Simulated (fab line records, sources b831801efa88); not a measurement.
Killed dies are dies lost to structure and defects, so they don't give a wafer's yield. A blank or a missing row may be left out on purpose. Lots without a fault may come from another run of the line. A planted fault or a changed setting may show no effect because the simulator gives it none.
Which tool did it? | flow sky130 | 13 lots, 39 wafers sampled, at 4 steps of a route of 708

WHAT THE GAUGES READ, wafer by wafer
SKY_VIA1_THK_MEAS_01. Usual: VIA1_HDPCVD_THK 1032 nm, standard deviation 7.6.
lot  | measured     | on            | VIA1_HDPCVD_THK (nm) | flag
L177 | day 32 19:07 | film_metro-04 | 1035 1035 1038       |
L183 | day 35 00:39 | film_metro-02 | 1032 1032 1030       |
L186 | day 36 00:05 | film_metro-04 | 1042 1025 1039       |
L187 | day 36 08:32 | film_metro-04 | 1029 1035 1019       |
L189 | day 36 21:17 | film_metro-01 | 1029 1028 1025       |
L191 | day 37 07:47 | film_metro-04 | 1035 1042 1033       |
L192 | day 37 19:18 | film_metro-04 | 1022 1030 1029       |
L193 | day 38 04:41 | film_metro-04 | 1023 1036 1015       |
L194 | day 38 19:22 | film_metro-01 | 1032 1034 1035       |
L195 | day 38 15:25 | film_metro-02 | 1026 1020 1040       |
L198 | day 39 10:30 | film_metro-04 | 1037 1023 1025       |
L199 | day 39 15:32 | film_metro-02 | 1032 1027 1024       |
L200 | day 39 22:51 | film_metro-04 | 1035 1042 1025       |

SKY_METAL2_THK_MEAS_06: measures by xrf. Usual: METAL2_ALCU_THK 240.9 nm, standard deviation 2.6.
lot  | measured     | on            | METAL2_ALCU_THK (nm) | flag
L177 | day 34 00:05 | film_metro-01 | 241.7 241.1 241.6    |
L183 | day 36 05:18 | film_metro-02 | 237.1 239.9 238.4    |
L186 | day 37 04:02 | film_metro-01 | 236.0 236.5 238.6    |
L187 | day 37 12:49 | film_metro-02 | 240.1 242.7 240.0    |
L189 | day 38 00:46 | film_metro-03 | 241.7 239.5 242.2    |
L191 | day 38 11:41 | film_metro-03 | 237.9 235.7 237.6    |
L192 | day 38 23:04 | film_metro-03 | 241.0 245.3 244.8    |
L193 | day 39 07:47 | film_metro-02 | 243.6 238.5 240.8    |
L194 | day 39 21:41 | film_metro-03 | 243.9 244.8 243.6    |
L195 | day 39 18:13 | film_metro-02 | 243.2 244.9 243.6    |
L198 | day 40 13:26 | film_metro-01 | 242.0 240.6 243.0    |
L199 | day 40 18:53 | film_metro-03 | 241.3 243.3 242.4    |
L200 | day 41 00:58 | film_metro-03 | 241.0 243.2 240.2    |

WHICH TOOL RAN EACH LOT (tool, then ch and the chambers of the sampled wafers, then the start)
lot  | SKY_DNWELL_EXPOSE_04               | SKY_METAL2_SPUTTER_04
L177 | iline_stepper-02 ch 0, day 2 21:07 | pvd_sputter-02, day 33 23:54
L183 | iline_stepper-01 ch 0, day 4 04:23 | pvd_sputter-04, day 36 05:07
L186 | iline_stepper-02 ch 0, day 4 19:46 | pvd_sputter-04, day 37 03:52
L187 | iline_stepper-02 ch 0, day 5 03:49 | pvd_sputter-04, day 37 12:39
L189 | iline_stepper-02 ch 0, day 5 11:58 | pvd_sputter-04, day 38 00:35
L191 | iline_stepper-02 ch 0, day 5 21:28 | pvd_sputter-04, day 38 11:30
L192 | iline_stepper-02 ch 0, day 6 03:24 | pvd_sputter-01, day 38 22:52
L193 | iline_stepper-01 ch 0, day 6 09:40 | pvd_sputter-02, day 39 07:37
L194 | iline_stepper-01 ch 0, day 6 19:24 | pvd_sputter-02, day 39 21:29
L195 | iline_stepper-02 ch 0, day 6 19:46 | pvd_sputter-02, day 39 18:02
L198 | iline_stepper-02 ch 0, day 7 10:22 | pvd_sputter-02, day 40 13:16
L199 | iline_stepper-02 ch 0, day 7 18:35 | pvd_sputter-02, day 40 18:41
L200 | iline_stepper-02 ch 0, day 7 21:20 | pvd_sputter-02, day 41 00:47
- SKY_DNWELL_EXPOSE_04: exposes mask DNM, target cd 3000 nm.
- SKY_METAL2_SPUTTER_04: material TiN, target thk 70 nm, time 58.3 s.

WHAT THE TOOLS THEMSELVES READ (means of the sampled wafers that have a number; where no wafer has one, the mark that the record gives instead)
SKY_METAL2_SPUTTER_04. Usual: throttle_valve_pct 30.1 %, standard deviation 0.72.
lot  | tool           | throttle_valve_pct (%) | flag
L177 | pvd_sputter-02 | 29.3                   |
L183 | pvd_sputter-04 | 30.6                   |
L186 | pvd_sputter-04 | 30.1                   |
L187 | pvd_sputter-04 | 30.3                   |
L189 | pvd_sputter-04 | 30.4                   |
L191 | pvd_sputter-04 | 30.0                   |
L192 | pvd_sputter-01 | 30.8                   |
L193 | pvd_sputter-02 | 29.7                   |
L194 | pvd_sputter-02 | 29.5                   |
L195 | pvd_sputter-02 | 29.4                   |
L198 | pvd_sputter-02 | 29.4                   |
L199 | pvd_sputter-02 | 30.1                   |
L200 | pvd_sputter-02 | 29.3                   |

THE ANSWER, worked out from the rows above alone
Rule: a lot is off if the mean of its wafers that have a number lies more than 3 standard deviations from the usual mean. A lot without any number at a reading at which 4 lots or more have one is off too. The other lots that the step has rows for count as sound. The gauges are gone through in route order, then the tools' own readings, and for those a lot's mean is taken as printed above. The first step at which some lot is off is used, and at that step the reading that is off furthest; a lot without a number counts as furthest.
No lot is off at any reading shown: from this, nothing can be told.

WHAT THE SIMULATOR HAD PUT IN
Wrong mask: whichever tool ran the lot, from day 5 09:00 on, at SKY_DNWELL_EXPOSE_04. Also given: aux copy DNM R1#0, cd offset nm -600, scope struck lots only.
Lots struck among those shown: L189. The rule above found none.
